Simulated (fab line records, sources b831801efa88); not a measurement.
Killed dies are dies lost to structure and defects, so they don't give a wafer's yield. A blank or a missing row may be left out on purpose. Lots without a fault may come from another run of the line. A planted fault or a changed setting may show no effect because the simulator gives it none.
A struck lot beside a sound one | flow sky130 | 18 steps out of a route of 708
Sound: wafers L622.1, L622.4, L622.6. Struck: wafers L628.1, L628.3, L628.5. The cause comes at the end.
At each step with rows: each side's tool, then ch and its chambers, then its first start. Under that, the readings that differ: sound wafers | struck wafers | difference of the means | sigmas: that difference in standard deviations of wafers without a fault.
alike: readings whose means differ by less than 2 such deviations, and words and numbers that are the same on both sides. not compared: withheld readings, readings that some wafer has no value for, bounds like >300 that may hide the same value, and numbers for which the record gives no deviation and whose values overlap.
The two part at a step that has a row with sigmas, a row that says differs or no value, or rows on one side only. Numbers that don't overlap but have no deviation are shown without sigmas and don't part them. A reading that every wafer of one side lacks parts them only if that side has two wafers or more.

first, 1 step without rows for these wafers: SKY_NWELL_IMPLANT_24.
SKY_NWELL_STRIP_25: strips in O2/N2.
  sound on plasma_asher-04 ch 0,1, day 6 07:36; struck on plasma_asher-03 ch 1, day 7 19:57
  alike: drypump_motor_current_A, oes_product_au, strip_time_to_endpoint_s
  not compared: rf_hours_counter_h
SKY_NWELL_TW_MEAS_26:
  sound on film_metro-04, day 6 07:42; struck on film_metro-04, day 7 20:03
  alike: NWELL_2_TW
then, 1 step without rows for these wafers: SKY_NWELL_CLEAN_27 (cleans in SC1/SC2, time 150 s).
SKY_NWELL_RTA_28: time 30 s.
  sound on rtp_anneal-02 ch 0, day 6 07:49; struck on rtp_anneal-02 ch 0, day 7 20:10
  alike: lamp_power_pct, wafer_temp_C_max
SKY_NWELL_RS_MEAS_29: measures by four-point-probe.
  sound on film_metro-04, day 6 07:55; struck on film_metro-03, day 7 20:16
  alike: NWELL_RS
SKY_NWELL_RS_MEAS_31: measures by four-point-probe.
  sound on film_metro-04, day 6 08:09; struck on film_metro-03, day 7 20:31
  alike: PWDE_RS
then, 4 steps without rows for these wafers: SKY_VT_ADJUST_HVTP_DEHYDRATE_00 (time 60 s); SKY_VT_ADJUST_HVTP_HMDS_01 (prime time 60 s); SKY_VT_ADJUST_HVTP_COAT_02 (resist thk 1140 nm); SKY_VT_ADJUST_HVTP_SOFTBAKE_03 (time 60 s).
SKY_VT_ADJUST_HVTP_EXPOSE_04: exposes mask HVTPM, target cd 380 nm.
  sound on iline_stepper-02 ch 0, day 6 17:52; struck on iline_stepper-02 ch 0, day 8 06:55
  reading                                | sound             | struck               | difference | sigmas
  model.VT_ADJUST_HVTP.overlay_x_nm (nm) | 1.091 1.091 1.091 | -84.54 -84.54 -84.54 | -85.63     |
  alike: mask
then, 2 steps without rows for these wafers: SKY_VT_ADJUST_HVTP_PEB_05; SKY_VT_ADJUST_HVTP_DEVELOP_06 (develop time 60 s).
SKY_VT_ADJUST_HVTP_CD_MEAS_07: target cd 380 nm.
  sound on cd_sem-01, day 7 03:47; struck on cd_sem-02, day 8 17:45
  alike: cd_nm
SKY_VT_ADJUST_HVTP_OVL_MEAS_08:
  sound on overlay-01, day 7 03:54; struck on overlay-02, day 8 17:52
  reading                 | sound       | struck            | difference | sigmas
  VT_ADJUST_HVTP_OVL (nm) | 2.5 4.0 4.1 | -84.3 -83.1 -83.9 | -87.3      | -62
then, 1 step without rows for these wafers: SKY_VT_ADJUST_HVTP_IMPLANT_09.
-- the record jumps here: 40 days lie between the struck wafers' starts before and after (it left off in module VT_ADJUST_HVTP and takes up again in module PAD_OPEN, whose first step shown is number 708 of the route) --
SKY_PAD_OPEN_PROBE_99:
  sound on prober-01, day 46 23:26; struck on prober-02, day 48 07:27
  reading                                    | sound                   | struck                  | difference | sigmas
  model.etest.sram_pfet_latch.drive_ua_um    | 142.9 141.7 141.4       | 165.4 158.2 161.5       | +19.7      |
  model.etest.sram_pfet_latch.off_log10_a_um | -13.18 -12.8 -12.99     | -11.71 -11.59 -11.9     | +1.26      |
  model.etest.pfet_01v8_hvt.off_log10_a_um   | -13.29 -13.27 -13.19    | -12.79 -12.71 -12.75    | +0.50      |
  model.etest.sram_pfet_latch.vt_sat_v (V)   | -0.8036 -0.7735 -0.7914 | -0.6865 -0.6747 -0.6952 | +0.1040    |
  model.etest.sram_pfet_latch.vt_v (V)       | -0.924 -0.8997 -0.9159  | -0.8553 -0.8343 -0.857  | +0.0643    |
  model.etest.pfet_01v8_hvt.vt_sat_v (V)     | -0.8372 -0.831 -0.8306  | -0.7828 -0.7939 -0.7889 | +0.0444    |
  model.etest.pfet_01v8_hvt.vt_v (V)         | -0.8986 -0.8976 -0.8941 | -0.8639 -0.87 -0.8679   | +0.0295    |
  alike: killed_at_M0_to_M3, killed_at_M4_up, killed_at_contacts, killed_at_front_end, killed_at_other, killed_dies, killed_on_rim, killed_open, killed_short

WHERE THEY PART
Only at SKY_VT_ADJUST_HVTP_OVL_MEAS_08, within this record. Later steps at which nothing parts them and some readings are alike: SKY_PAD_OPEN_PROBE_99.

WHY: what the simulator had put in
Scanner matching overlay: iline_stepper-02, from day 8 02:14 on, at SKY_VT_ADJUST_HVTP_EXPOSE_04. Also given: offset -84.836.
